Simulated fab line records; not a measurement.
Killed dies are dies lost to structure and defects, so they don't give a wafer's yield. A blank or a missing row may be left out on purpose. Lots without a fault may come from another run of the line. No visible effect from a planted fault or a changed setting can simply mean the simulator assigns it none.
fab line records	flow sky130
record lots=12	wafers=36	last-day=50
route steps=708 shown FIELD_ISO@17 PWDE@55 NWELL@77 PAD_OPEN@708
lots with no fault: from the same line, run without faults
start-h: hours from the record's opening day to when the first of the lot's shown wafers began	wait-h: hours from the lot's prior step to this one	" same as the row above	L1.1+2: a single row standing in for several wafers	- no value present, or no start provided	* or withheld: withheld	< > ~ a bound
route shown NAME@n: a module of which the file shows steps, and the number in the route of the first	usual: mean/standard deviation taken from wafers without a fault	same: alike in all rows	chamber/n: place in a boat	sites: each site's reading	_std_site: their standard deviation	_edge_site: the outer-site mean with the inner-site mean subtracted	radius-mm: for every site, how far away it sits from the centre of the wafer	mask NAME#n: copy n	behind: the tool/chamber that last shaped the wafer	hold: cause of the lot's hold/its duration in hours/its outcome	device: the n, p or np transistor that did not switch	end of line: the tests these same wafers got at the end of their route	where a step has no rows: the recipe by itself	killed: count of dies lost to structure and defects at first sort (not the wafer's yield)	map: per-die view of a wafer (x killed, . not killed, _ where there is no die)
set.NAME: the run value of the setting; set.NAME@STEP: its run value at that earlier step	model.NAME: the simulator's own value behind a step, which no gauge read
steps of the route over a sample of lots; a table a step, a row a wafer
services: the hour from which a tool's chamber was out of use, counted from the record's first day as start-h (under 0 if before that day), plus the number of hours and why
## steps
# step SKY_FIELD_ISO_STRIP_16
# recipe chemistry=O2/N2	power-w=1400	pressure-mtorr=1500	platen-temp-c=withheld	o2-flow-sccm=3000	n2-flow-sccm=300	overash-fraction=0.5
# usual drypump-motor-current-A=5.73/0.22	oes-product-au=0.379/0.0046	strip-time-to-endpoint-s=3.57/0.038
lot.wafer	tool	chamber	start-h	wait-h	drypump-motor-current-A	oes-product-au	rf-hours-counter-h	strip-time-to-endpoint-s
L183.1	plasma-asher-03	0	29.52	0.0	5.94	0.368	32	3.55
L183.5	"	1	"	"	5.91	0.371	-	3.53
L183.6	"	0	"	"	5.98	0.380	-	3.57
L184.2	plasma-asher-03	1	35.37	0.0	5.92	0.380	33	3.61
L184.3	"	1	"	"	5.92	0.381	-	3.54
L184.5	"	0	"	"	5.96	0.388	-	3.64
L185.1	plasma-asher-01	0	39.25	0.0	5.43	0.381	38	3.57
L185.5	"	0	"	"	5.44	0.382	-	3.60
L185.6	"	1	"	"	5.46	0.381	-	3.61
L186.1	plasma-asher-03	1	43.70	0.0	5.91	0.378	34	3.57
L186.2	"	0	"	"	5.95	0.380	34	3.54
L186.5	"	0	"	"	5.98	0.379	-	3.54
L188.2	plasma-asher-03	0	55.67	0.0	5.97	0.387	35	3.49
L188.3	"	0	"	"	5.98	0.380	-	3.50
L188.6	"	1	"	"	5.92	0.379	-	3.52
L191.1	plasma-asher-03	1	70.47	0.0	5.93	0.380	37	3.54
L191.5	"	1	"	"	5.93	0.375	-	3.58
L191.6	"	0	"	"	5.97	0.374	-	3.55
L192.1	plasma-asher-01	1	77.26	0.0	5.48	0.372	41	3.55
L192.2	"	0	"	"	5.43	0.377	41	3.53
L192.4	"	1	"	"	5.48	0.370	-	3.52
L193.4	plasma-asher-02	0	80.50	0.1	5.62	0.382	-	3.62
L193.5	"	0	"	"	5.60	0.380	-	3.55
L193.6	"	1	"	"	5.49	0.379	-	3.64
L194.1	plasma-asher-03	1	88.56	0.0	5.92	0.382	39	3.56
L194.3	"	0	"	"	5.98	0.378	-	3.58
L194.6	"	0	"	"	6.00	0.382	-	3.59
L197.2	plasma-asher-03	1	103.15	0.0	5.92	0.380	40	3.56
L197.5	"	1	"	"	5.90	0.379	-	3.51
L197.6	"	0	"	"	5.96	0.386	-	3.55
L200.1	plasma-asher-03	1	122.32	0.0	5.94	0.373	43	3.56
L200.3	"	1	"	"	5.94	0.376	-	3.51
L200.6	"	1	"	"	5.93	0.377	-	3.56
L204.2	plasma-asher-02	1	138.25	0.0	5.48	0.372	44	3.60
L204.4	"	0	"	"	5.60	0.384	-	3.65
L204.6	"	1	"	"	5.49	0.380	-	3.56
# step SKY_PWDE_TW_MEAS_10
# usual PWDE_TW=374/4.6
lot.wafer	tool	chamber	start-h	wait-h	PWDE_TW
L183.1	film-metro-04	-	69.88	0.1	376
L183.5	"	-	"	"	376
L183.6	"	-	"	"	376
L184.2	film-metro-04	-	75.34	0.1	379
L184.3	"	-	"	"	379
L184.5	"	-	"	"	377
L185.1	film-metro-04	-	78.08	0.1	377
L185.5	"	-	"	"	378
L185.6	"	-	"	"	378
L186.1	film-metro-04	-	83.43	0.1	376
L186.2	"	-	"	"	377
L186.5	"	-	"	"	377
L188.2	film-metro-03	-	95.64	0.1	371
L188.3	"	-	"	"	373
L188.6	"	-	"	"	373
L191.1	film-metro-01	-	115.58	0.1	367
L191.5	"	-	"	"	367
L191.6	"	-	"	"	366
L192.1	film-metro-01	-	122.23	0.1	370
L192.2	"	-	"	"	370
L192.4	"	-	"	"	368
L193.4	film-metro-03	-	122.56	0.1	373
L193.5	"	-	"	"	373
L193.6	"	-	"	"	373
L194.1	film-metro-01	-	143.03	0.1	369
L194.3	"	-	"	"	367
L194.6	"	-	"	"	367
L197.2	film-metro-04	-	157.69	0.1	376
L197.5	"	-	"	"	377
L197.6	"	-	"	"	377
L200.1	film-metro-01	-	168.93	0.1	369
L200.3	"	-	"	"	369
L200.6	"	-	"	"	369
L204.2	film-metro-04	-	185.79	0.1	377
L204.4	"	-	"	"	379
L204.6	"	-	"	"	378
# step SKY_NWELL_IMPLANT_24
# recipe species=B	energy-kev=140	dose-cm2=9.2e+12	tilt-deg=withheld
# usual faraday-current-uA=51.8/0.96
lot.wafer	tool	chamber	start-h	wait-h	faraday-current-uA
L183.1	implanter-02	0	104.58	0.0	49.7
L183.5	"	0	"	"	51.5
L183.6	"	0	"	"	51.5
L184.2	implanter-02	0	110.00	0.0	52.3
L184.3	"	0	"	"	51.2
L184.5	"	0	"	"	51.1
L185.1	implanter-01	0	112.70	0.1	51.0
L185.5	"	0	"	"	54.1
L185.6	"	0	"	"	51.0
L186.1	implanter-02	0	118.13	0.0	50.9
L186.2	"	0	"	"	50.4
L186.5	"	0	"	"	50.3
L188.2	implanter-04	0	129.94	0.0	51.8
L188.3	"	0	"	"	50.6
L188.6	"	0	"	"	51.8
L191.1	implanter-04	0	152.41	0.0	52.4
L191.5	"	0	"	"	53.2
L191.6	"	0	"	"	52.1
L191.1	implanter-04	0	152.73	0.3	52.7
L191.5	"	0	"	"	52.4
L191.6	"	0	"	"	51.8
L192.1	implanter-01	0	161.51	0.0	52.0
L192.2	"	0	"	"	52.3
L192.4	"	0	"	"	51.5
L193.4	implanter-04	0	161.80	0.1	51.1
L193.5	"	0	"	"	50.3
L193.6	"	0	"	"	52.3
L193.4	implanter-04	0	162.12	0.3	50.1
L193.5	"	0	"	"	51.4
L193.6	"	0	"	"	49.5
L194.1	implanter-04	0	183.28	0.0	51.6
L194.3	"	0	"	"	51.9
L194.6	"	0	"	"	50.1
L197.2	implanter-01	0	200.80	0.0	53.0
L197.5	"	0	"	"	52.1
L197.6	"	0	"	"	52.5
L200.1	implanter-04	0	211.83	0.0	50.2
L200.3	"	0	"	"	53.1
L200.6	"	0	"	"	54.7
L204.2	implanter-02	0	230.40	0.0	52.4
L204.4	"	0	"	"	50.8
L204.6	"	0	"	"	52.0
# step SKY_NWELL_STRIP_25
# recipe chemistry=O2/N2	power-w=1400	pressure-mtorr=1500	platen-temp-c=withheld	o2-flow-sccm=3000	n2-flow-sccm=300	overash-fraction=0.5
# usual drypump-motor-current-A=5.6/0.33	oes-product-au=0.722/0.0047	strip-time-to-endpoint-s=36.96/0.12
lot.wafer	tool	chamber	start-h	wait-h	drypump-motor-current-A	oes-product-au	rf-hours-counter-h	strip-time-to-endpoint-s
L183.1	plasma-asher-04	0	104.73	0.1	5.3	0.719	29	36.99
L183.5	"	0	"	"	5.3	0.717	-	36.92
L183.6	"	1	"	"	5.0	0.722	-	37.10
L184.2	plasma-asher-04	0	110.13	0.1	5.3	0.719	29	36.96
L184.3	"	1	"	"	5.0	0.722	-	37.07
L184.5	"	0	"	"	5.3	0.710	-	37.02
L185.1	plasma-asher-03	1	112.85	0.1	5.9	0.716	41	36.76
L185.5	"	1	"	"	5.9	0.734	-	36.68
L185.6	"	0	"	"	6.0	0.715	-	36.78
L186.1	plasma-asher-02	1	118.28	0.1	5.5	0.731	42	36.88
L186.2	"	0	"	"	5.7	0.727	42	37.02
L186.5	"	1	"	"	5.5	0.722	-	36.75
L188.2	plasma-asher-03	1	130.06	0.1	6.0	0.720	43	36.78
L188.3	"	1	"	"	5.9	0.722	-	36.71
L188.6	"	1	"	"	5.9	0.715	-	36.83
L191.1	plasma-asher-02	0	152.88	0.1	5.6	0.718	45	36.89
L191.5	"	1	"	"	5.5	0.718	-	36.89
L191.6	"	0	"	"	5.7	0.721	-	36.95
L192.1	plasma-asher-03	1	161.66	0.1	5.9	0.715	47	36.92
L192.2	"	0	"	"	6.0	0.724	47	36.87
L192.4	"	1	"	"	5.9	0.726	-	36.92
L193.4	plasma-asher-04	1	162.23	0.1	5.0	0.719	-	36.89
L193.5	"	0	"	"	5.3	0.724	-	36.89
L193.6	"	1	"	"	5.0	0.722	-	36.79
L194.1	plasma-asher-02	1	183.43	0.1	5.5	0.727	48	37.05
L194.3	"	0	"	"	5.6	0.719	-	37.13
L194.6	"	1	"	"	5.5	0.724	-	37.03
L197.2	plasma-asher-03	1	200.93	0.1	5.9	0.724	51	37.09
L197.5	"	0	"	"	6.0	0.725	-	37.01
L197.6	"	1	"	"	5.9	0.732	-	37.05
L200.1	plasma-asher-02	1	211.98	0.1	5.5	0.725	50	36.85
L200.3	"	1	"	"	5.5	0.725	-	36.93
L200.6	"	1	"	"	5.5	0.725	-	37.02
L204.2	plasma-asher-02	1	230.53	0.1	5.5	0.721	52	37.00
L204.4	"	0	"	"	5.6	0.718	-	36.91
L204.6	"	1	"	"	5.5	0.725	-	36.91
# step SKY_NWELL_TW_MEAS_26
# usual NWELL_2_TW=496/5.6
lot.wafer	tool	chamber	start-h	wait-h	NWELL_2_TW
L183.1	film-metro-03	-	104.83	0.1	495
L183.5	"	-	"	"	497
L183.6	"	-	"	"	494
L184.2	film-metro-04	-	110.24	0.1	499
L184.3	"	-	"	"	497
L184.5	"	-	"	"	497
L185.1	film-metro-04	-	112.95	0.1	497
L185.5	"	-	"	"	494
L185.6	"	-	"	"	500
L186.1	film-metro-03	-	118.38	0.1	497
L186.2	"	-	"	"	495
L186.5	"	-	"	"	495
L188.2	film-metro-03	-	130.17	0.1	493
L188.3	"	-	"	"	494
L188.6	"	-	"	"	493
L191.1	film-metro-01	-	153.06	0.2	602
L191.5	"	-	"	"	604
L191.6	"	-	"	"	603
L192.1	film-metro-04	-	161.76	0.1	503
L192.2	"	-	"	"	500
L192.4	"	-	"	"	502
L193.4	film-metro-04	-	162.32	0.1	626
L193.5	"	-	"	"	627
L193.6	"	-	"	"	624
L194.1	film-metro-04	-	183.53	0.1	502
L194.3	"	-	"	"	502
L194.6	"	-	"	"	501
L197.2	film-metro-03	-	201.04	0.1	494
L197.5	"	-	"	"	494
L197.6	"	-	"	"	492
L200.1	film-metro-03	-	212.08	0.1	495
L200.3	"	-	"	"	493
L200.6	"	-	"	"	495
L204.2	film-metro-03	-	230.64	0.1	494
L204.4	"	-	"	"	493
L204.6	"	-	"	"	493
# step SKY_PAD_OPEN_PROBE_99
# usual killed_at_M0_to_M3=42/6.7	killed_at_M4_up=3.4/2	killed-at-contacts=24/5.1	killed-at-front-end=14/4.2	killed-at-other=0.2/0.49	killed-dies=84/8.4	killed-open=46/7	killed-short=39/5.8
# same gross-dies=492	killed-at-back-side=0
lot.wafer	tool	chamber	start-h	wait-h	killed_at_M0_to_M3	killed_at_M4_up	killed-at-contacts	killed-at-front-end	killed-at-other	killed-dies	killed-open	killed-short
L183.1	prober-01	-	1080.91	0.1	43	3	25	23	1	95	55	40
L183.5	prober-01	-	1081.11	0.2	48	3	24	18	0	93	53	40
L183.6	prober-01	-	1081.16	0.2	50	1	20	10	1	82	43	39
L191.1	prober-01	-	1127.16	0.1	37	2	24	15	0	78	41	37
L191.5	prober-01	-	1127.36	0.2	43	1	23	13	0	80	43	37
L191.6	prober-01	-	1127.41	0.2	48	3	25	8	0	84	48	36
L193.5	prober-02	-	1136.51	0.2	47	2	18	10	0	77	45	32
L194.1	prober-01	-	1159.15	0.1	39	5	18	19	0	81	51	30
L194.3	prober-01	-	1159.25	0.2	41	5	28	13	0	87	53	34
L194.6	prober-01	-	1159.40	0.2	43	4	21	17	0	85	47	38
L197.2	prober-02	-	1170.46	0.1	33	5	20	22	0	80	47	33
L197.5	prober-02	-	1170.61	0.2	40	7	19	14	0	80	46	34
L197.6	prober-02	-	1170.66	0.2	43	1	27	13	0	84	44	40
L204.2	prober-02	-	1190.82	0.1	41	3	22	14	1	81	49	32
L204.4	prober-02	-	1190.92	0.2	42	4	13	13	0	72	31	41
L204.6	prober-02	-	1191.02	0.2	31	3	21	10	0	65	34	31
# killed by level:class
L183.1 LI_CONTACT:geometric-particle:open=9 METAL2:geometric-particle:short=9 VIA1:geometric-particle:open=9 FIELD_ISO:geometric-particle:open=8 VIA3:geometric-particle:open=8 VIA2:geometric-particle:open=7 LOCAL_INTERCONNECT:geometric-particle:short=6 FIELD_ISO:geometric-particle:short=5
L183.5 VIA1:geometric-particle:open=12 LI_CONTACT:geometric-particle:open=12 VIA1:geometric-particle:short=7 POLY_GATE:geometric-particle:open=6 CONTACT:geometric-particle:open=6 VIA2:geometric-particle:open=6 METAL1:geometric-particle:short=5 POLY_GATE:geometric-particle:short=4
L183.6 VIA1:geometric-particle:open=12 LI_CONTACT:geometric-particle:open=8 VIA1:geometric-particle:short=8 VIA2:geometric-particle:open=6 METAL2:geometric-particle:short=5 FIELD_ISO:geometric-particle:open=4 METAL3:geometric-particle:short=4 LOCAL_INTERCONNECT:geometric-particle:short=4
L191.1 CONTACT:geometric-particle:open=9 VIA1:geometric-particle:open=8 VIA3:geometric-particle:open=6 FIELD_ISO:geometric-particle:open=5 FIELD_ISO:geometric-particle:short=5 LOCAL_INTERCONNECT:geometric-particle:short=5 VIA1:geometric-particle:short=5 METAL2:geometric-particle:short=5
L191.5 LI_CONTACT:geometric-particle:open=11 VIA1:geometric-particle:open=11 METAL2:geometric-particle:short=7 VIA2:geometric-particle:short=5 POLY_GATE:geometric-particle:short=5 VIA3:geometric-particle:open=5 FIELD_ISO:geometric-particle:open=4 CONTACT:geometric-particle:short=4
L191.6 VIA1:geometric-particle:open=11 CONTACT:geometric-particle:open=9 LI_CONTACT:geometric-particle:open=8 VIA2:geometric-particle:open=8 VIA1:geometric-particle:short=6 METAL2:geometric-particle:short=6 METAL1:geometric-particle:short=5 LOCAL_INTERCONNECT:geometric-particle:short=4
L193.5 VIA1:geometric-particle:open=15 CONTACT:geometric-particle:open=8 METAL1:geometric-particle:short=7 VIA2:geometric-particle:open=6 VIA3:geometric-particle:open=5 METAL2:geometric-particle:short=4 VIA1:geometric-particle:short=4 FIELD_ISO:geometric-particle:open=3
L194.1 VIA3:geometric-particle:open=10 VIA1:geometric-particle:open=8 CONTACT:geometric-particle:open=7 VIA2:geometric-particle:open=6 FIELD_ISO:geometric-particle:short=5 LI_CONTACT:geometric-particle:open=4 FIELD_ISO:geometric-particle:open=3 POLY_GATE:geometric-particle:open=3
L194.3 CONTACT:geometric-particle:open=13 VIA1:geometric-particle:open=11 VIA3:geometric-particle:open=9 CONTACT:geometric-particle:short=6 LI_CONTACT:geometric-particle:open=5 METAL1:geometric-particle:short=5 FIELD_ISO:geometric-particle:short=4 VIA2:geometric-particle:open=4
L194.6 VIA1:geometric-particle:open=9 CONTACT:geometric-particle:open=8 POLY_GATE:geometric-particle:open=6 CONTACT:geometric-particle:short=6 METAL2:geometric-particle:short=5 VIA3:geometric-particle:short=5 FIELD_ISO:geometric-particle:open=4 POLY_GATE:geometric-particle:short=4
L197.2 FIELD_ISO:geometric-particle:open=9 LI_CONTACT:geometric-particle:open=8 VIA1:geometric-particle:open=8 CONTACT:geometric-particle:open=6 VIA2:geometric-particle:open=6 FIELD_ISO:geometric-particle:short=5 POLY_GATE:geometric-particle:short=5 CONTACT:geometric-particle:short=3
L197.5 VIA1:geometric-particle:open=14 METAL1:geometric-particle:short=10 CONTACT:geometric-particle:open=7 VIA2:geometric-particle:open=6 METAL4:geometric-particle:short=5 FIELD_ISO:geometric-particle:short=4 POLY_GATE:geometric-particle:open=4 LI_CONTACT:geometric-particle:open=4
L197.6 VIA1:geometric-particle:open=11 METAL2:geometric-particle:short=8 VIA2:geometric-particle:open=8 CONTACT:geometric-particle:open=7 FIELD_ISO:geometric-particle:short=6 LI_CONTACT:geometric-particle:short=5 CONTACT:geometric-particle:short=5 METAL1:geometric-particle:short=5
L204.2 VIA1:geometric-particle:open=13 CONTACT:geometric-particle:open=9 LI_CONTACT:geometric-particle:open=8 VIA2:geometric-particle:open=7 METAL2:geometric-particle:short=5 FIELD_ISO:geometric-particle:short=4 METAL1:geometric-particle:short=4 FIELD_ISO:geometric-particle:open=3
L204.4 VIA1:geometric-particle:open=8 VIA3:geometric-particle:open=6 METAL1:geometric-particle:short=6 METAL2:geometric-particle:short=6 POLY_GATE:geometric-particle:short=4 LI_CONTACT:geometric-particle:open=4 METAL3:geometric-particle:short=4 VIA3:geometric-particle:short=4
L204.6 CONTACT:geometric-particle:open=8 VIA1:geometric-particle:open=7 LI_CONTACT:geometric-particle:open=6 VIA2:geometric-particle:open=4 METAL2:geometric-particle:short=4 VIA3:geometric-particle:open=4 LOCAL_INTERCONNECT:geometric-particle:short=3 CONTACT:geometric-particle:short=3
## services
tool	chamber	start-h	hours	kind
implanter-04	-	25.39	3.0	repair
implanter-04	-	29.13	4.1	pm
plasma-asher-02	-	34.01	12.4	repair
plasma-asher-02	-	42.21	4.0	repair
plasma-asher-01	-	61.26	5.0	repair
plasma-asher-01	-	93.36	2.8	pm
implanter-01	-	102.30	1.2	repair
plasma-asher-01	-	108.75	9.0	pm
plasma-asher-01	0	108.75	9.0	vent-cycle
plasma-asher-01	1	108.75	9.0	vent-cycle
plasma-asher-01	0	117.75	-	clean
plasma-asher-01	1	117.75	-	clean
implanter-04	-	139.47	1.2	repair
plasma-asher-02	-	158.28	8.8	repair
implanter-01	-	172.42	5.5	pm
implanter-02	-	185.39	3.7	repair
implanter-02	-	186.50	4.1	repair
plasma-asher-02	-	191.94	1.1	repair
implanter-04	-	199.06	9.6	repair
implanter-04	-	229.86	1.6	repair
## key
first-sign step=SKY_NWELL_IMPLANT_24	reading=visit	direction=added
effect step=SKY_NWELL_TW_MEAS_26	reading=NWELL_2_TW	direction=up	sigmas=21	usual=496	struck=614
met-at SKY_NWELL_IMPLANT_24
struck-lots L191,L193
tester-left-out L191,L193
not-acting-at SKY_FIELD_ISO_STRIP_16,SKY_PWDE_TW_MEAS_10,SKY_NWELL_STRIP_25
fault kind=repeated-step-whole	tool=implanter-01,implanter-02,implanter-04	chamber=-	onset-h=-	steps=SKY_NWELL_IMPLANT_24	times=1	scope=struck-lots-only
# tester-left-out: of these lots the tester's yield and bins aren't shown, on N5 and GAA mostly nor the transistor test; their killed dies are dies lost to structure and defects alone, not to doping, threshold or leakage, so they don't give the yield
